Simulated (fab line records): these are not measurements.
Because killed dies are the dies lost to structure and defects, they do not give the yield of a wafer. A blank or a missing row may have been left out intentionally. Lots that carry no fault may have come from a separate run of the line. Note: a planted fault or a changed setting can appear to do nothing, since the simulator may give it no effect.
One fault through the eyes of 2 desks / flow gf180mcu / every desk sees just its own numbers, and what lay behind them comes last

== AT THE TOOL OWNER'S DESK: implanter-03 ==
The tool's own readings at GF_HV_LDD_IMPLANT_35: means of the sampled wafers that have a number, for each lot that ran on this tool. If a lot's mean is further than 4 standard deviations from the usual mean, the lot is out of limits and carries the mark OUT (the distance appears in the brackets).
Columns: A = beamOnS at GF_HV_LDD_IMPLANT_35, usual 10.00 s; B = doseIonsCm2 at GF_HV_LDD_IMPLANT_35, usual 7.5e+12; C = faradayCurrentUA at GF_HV_LDD_IMPLANT_35, usual 42.3
lot=L920; first seen here=day 12 21:49; A=10.06; B=7.5e+12; C=42.0
lot=L921; first seen here=day 13 03:58; A=9.98; B=7.5e+12; C=42.4
lot=L922; first seen here=day 13 13:31; A=10.04; B=4.7e+12 (-99 or more) OUT; C=26.2 (-19) OUT
lot=L924; first seen here=day 14 02:55; A=10.00; B=4.7e+12 (-99 or more) OUT; C=26.3 (-19) OUT
Finding of this desk: L922, L924 out of limits; the first was L922 at day 13 13:31, on doseIonsCm2 at GF_HV_LDD_IMPLANT_35. Within limits: L920, L921.

== AT THE METROLOGY DESK ==
Lot by lot, what the gauges showed, no matter which tool ran the lot: averages of those sampled wafers that carry a number. If a lot's mean is further than 4 standard deviations from the usual mean, the lot is out of limits and carries the mark OUT (the distance appears in the brackets).
Columns: A = HV_LDD_3_TW at GF_HV_LDD_TW_MEAS_38, usual 1435; B = HV_LDD_03_OVL at GF_HV_LDD_OVL_MEAS_47, usual 0.8 nm
lot=L916; first seen here=day 11 16:38; A=1424; B=1.7
lot=L917; first seen here=day 11 22:55; A=1427; B=2.9
lot=L919; first seen here=day 12 11:28; A=1419; B=0.9
lot=L920; first seen here=day 12 22:13; A=1448; B=0.7
lot=L921; first seen here=day 13 04:22; A=1424; B=1.7
lot=L922; first seen here=day 13 13:55; A=1379 (-4.3) OUT; B=0.5
lot=L924; first seen here=day 14 03:17; A=1409; B=1.4
lot=L923; first seen here=day 14 03:34; A=1422; B=1.0
lot=L932; first seen here=day 16 14:13; A=1431; B=0.3
lot=L933; first seen here=day 17 02:14; A=1431; B=2.9
lot=L935; first seen here=day 17 17:49; A=1453; B=3.4
lot=L938; first seen here=day 18 19:11; A=1444; B=-0.7
lot=L939; first seen here=day 19 00:03; A=1434; B=0.1
This desk's finding: out of limits on L922; first on L922, day 13 13:55 (HV_LDD_3_TW at GF_HV_LDD_TW_MEAS_38). Within limits: L916, L917, L919, L920, L921, L924, L923, L932, L933, L935, L938, L939.

== PUT TOGETHER ==
The tool owner's desk could have raised an alarm at day 13 13:31, on L922, L924.
L922 would have let the metrology desk raise an alarm at day 13 13:55.
The metrology desk has L924 on record, within its limits.
GF_HV_LDD_IMPLANT_35 was run on implanter-03 by each of the lots named.

== WHAT THE SIMULATOR HAD PUT IN ==
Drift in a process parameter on implanter-03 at GF_HV_LDD_IMPLANT_35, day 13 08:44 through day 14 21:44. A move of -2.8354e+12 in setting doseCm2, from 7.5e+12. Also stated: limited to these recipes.
Shown lots that were struck: L922, L924.
Hours from the fault's start to each desk's first reading out of limits: the tool owner's desk, 5; the metrology desk, 5.
